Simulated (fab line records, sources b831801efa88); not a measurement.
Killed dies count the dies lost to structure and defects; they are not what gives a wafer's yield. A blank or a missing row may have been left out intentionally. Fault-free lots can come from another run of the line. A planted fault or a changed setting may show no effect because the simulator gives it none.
A single fault, viewed from 2 desks | flow sky130 | every desk sees just its own numbers, and what lay behind them comes last

## THE TOOL OWNER'S DESK: cmp-01
The tool's own readings at SKY_CONTACT_CMP_04 (polishes SiO2): means of the sampled wafers that have a number, for each lot that ran on this tool. Marked OUT: a lot whose mean sits more than 4 standard deviations from the usual mean, which makes it out of limits; the brackets give that distance.
Columns: A = head_pressure_psi at SKY_CONTACT_CMP_04, usual 3.998 psi; B = motor_current_A at SKY_CONTACT_CMP_04, usual 12.0 A; C = time_to_endpoint_s at SKY_CONTACT_CMP_04, usual 85 s
lot  | first seen here | A     | B    | C
L537 | day 31 05:40    | 4.001 | 12.0 | 84
L541 | day 32 16:08    | 3.996 | 12.8 | 89
L542 | day 32 23:31    | 3.995 | 12.3 | 87
L550 | day 35 12:20    | 4.005 | 12.0 | 83
L551 | day 35 22:03    | 3.997 | 12.2 | 85
L555 | day 36 20:34    | 3.997 | 12.5 | 84
L558 | day 38 02:47    | 4.000 | 13.3 | 80
This desk found nothing out of limits on any of the 7 lots.

## AT THE METROLOGY DESK
Lot by lot, what the gauges showed, no matter which tool ran the lot: averages of those sampled wafers that carry a number. Marked OUT: a lot whose mean sits more than 4 standard deviations from the usual mean, which makes it out of limits; the brackets give that distance.
Columns: A = LI_CONTACT_HDPCVD_THK at SKY_LI_CONTACT_THK_MEAS_01, usual 930 nm; B = LOCAL_INTERCONNECT_TIN_THK at SKY_LOCAL_INTERCONNECT_THK_MEAS_02, usual 99.2 nm
lot  | first seen here | A   | B
L535 | day 27 21:26    | 955 | 100.0
L537 | day 28 17:22    | 928 | 98.0
L541 | day 30 06:19    | 932 | 102.0
L542 | day 30 14:01    | 935 | 98.4
L546 | day 31 23:38    | 935 | 99.4
L550 | day 33 04:05    | 933 | 98.1
L551 | day 33 14:32    | 933 | 99.7
L552 | day 33 17:09    | 935 | 98.0
L554 | day 34 06:13    | 929 | 101.1
L555 | day 34 14:06    | 922 | 97.7
L557 | day 35 06:04    | 919 | 98.1
L558 | day 35 20:58    | 918 | 98.4
This desk found nothing out of limits on any of the 12 lots.

## ALL TOGETHER
Nothing out of limits was seen by the tool owner's desk.
The metrology desk saw nothing out of limits.

## WHAT HAD BEEN PUT IN BY THE SIMULATOR
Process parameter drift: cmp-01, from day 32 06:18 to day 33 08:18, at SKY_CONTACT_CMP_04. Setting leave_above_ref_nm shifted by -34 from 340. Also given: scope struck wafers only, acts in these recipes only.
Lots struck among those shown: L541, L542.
